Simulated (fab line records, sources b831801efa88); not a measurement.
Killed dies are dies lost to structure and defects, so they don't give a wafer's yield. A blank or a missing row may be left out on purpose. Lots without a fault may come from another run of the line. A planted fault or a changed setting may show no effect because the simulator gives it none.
Problem report in the 8D (eight disciplines) form, filled by code | flow gf180mcu | the parts of the form that need people (team, actions taken, sign-off) are left out

1. THE PROBLEM
SAB_CVD_00_THK at GF_SAB_THK_MEAS_01 reads a mean of 84.5 nm on 4 wafers of 3 lots; wafers without a fault read 49.9 nm with a standard deviation of 0.64. That is +54 standard deviations from the usual mean.
First seen on wafer L502.3, day 17 22:04, on film_metro-02. The record holds 40 wafers of 14 lots with a number at this step. Rule for "out", or "out of limits": more than 4 standard deviations from the usual mean. The other wafers with a number count as sound.

2. WHAT IT IS AND WHAT IT IS NOT
question                    | is                                          | is not
which readings at this step | SAB_CVD_00_THK                              | -
which lots                  | L502, L503, L506                            | L492, L495, L497, L498, L499, L505, L508, L510, L511, L513, L514
which wafers of those lots  | L502.3, L503.3, L503.5, L506.3              | L502.1, L503.1, L506.6
read on which gauges        | film_metro-02, film_metro-03, film_metro-04 | -
when                        | from day 17 22:04                           | up to then (16 sound wafers); but 20 sound wafers of L503, L505, L506, L508, L510, L511, L513, L514 came after

3. SUSPECTS, AND WHAT RULES EACH OUT
Counting: a tool at a process step up to the reading stays a suspect if it ran every lot that is out. Sound lots after the first of them don't rule it out here, since some wafers of a struck lot are sound.
- the gauge at GF_SAB_THK_MEAS_01: ruled out. The wafers that are out were read on 3 gauges (film_metro-02, film_metro-03, film_metro-04).
- pecvd-02 at GF_SAB_CVD_00 (deposits SiO2 from TEOS, target thk 50 nm, time 4.9302 s): kept. It ran every lot that is out, first L502 (day 17 22:02); its last sound lot up to then is L499 (day 16 21:25).
Left after counting: pecvd-02 at GF_SAB_CVD_00.

4. THE CAUSE (what the simulator had put in)
Process parameter drift: pecvd-02, from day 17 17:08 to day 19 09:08, at GF_SAB_CVD_00. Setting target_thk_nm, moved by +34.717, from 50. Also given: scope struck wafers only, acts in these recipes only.
Counting left only this tool.

5. THE CHAIN OF EFFECTS, in route order
Each row: a reading whose mean over the struck wafers that have a number lies more than 3 standard deviations from the usual. Only readings for which the record gives a usual standard deviation are gone through. hours: the time from each lot's start at the first step in this table that gives one to its start at this step, as a median over the lots. sigmas: the change in usual standard deviations.
hours | step               | reading        | usual   | on struck wafers | change | sigmas
0     | GF_SAB_THK_MEAS_01 | SAB_CVD_00_THK | 49.9 nm | 84.5             | +34.6  | +54
Later measuring or inspecting steps at which every struck wafer that the step has a row for has a number for every such reading, and none has moved that far: GF_M1_OVL_MEAS_15.

6. WHAT WOULD HAVE CAUGHT IT SOONER
In this record the first reading out of limits at a measuring or inspecting step was taken at day 17 22:04, 5 hours after the fault began at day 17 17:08.
Of the tool readings at GF_SAB_CVD_00 for which the record gives a usual standard deviation, none was out on any struck wafer, so an alarm limit of 4 standard deviations on them would not have fired.
Of the lots that are out (3), L503, L506 began GF_SAB_CVD_00 on pecvd-02 after day 17 22:04. A hold on the tool at that time would have spared those 2.
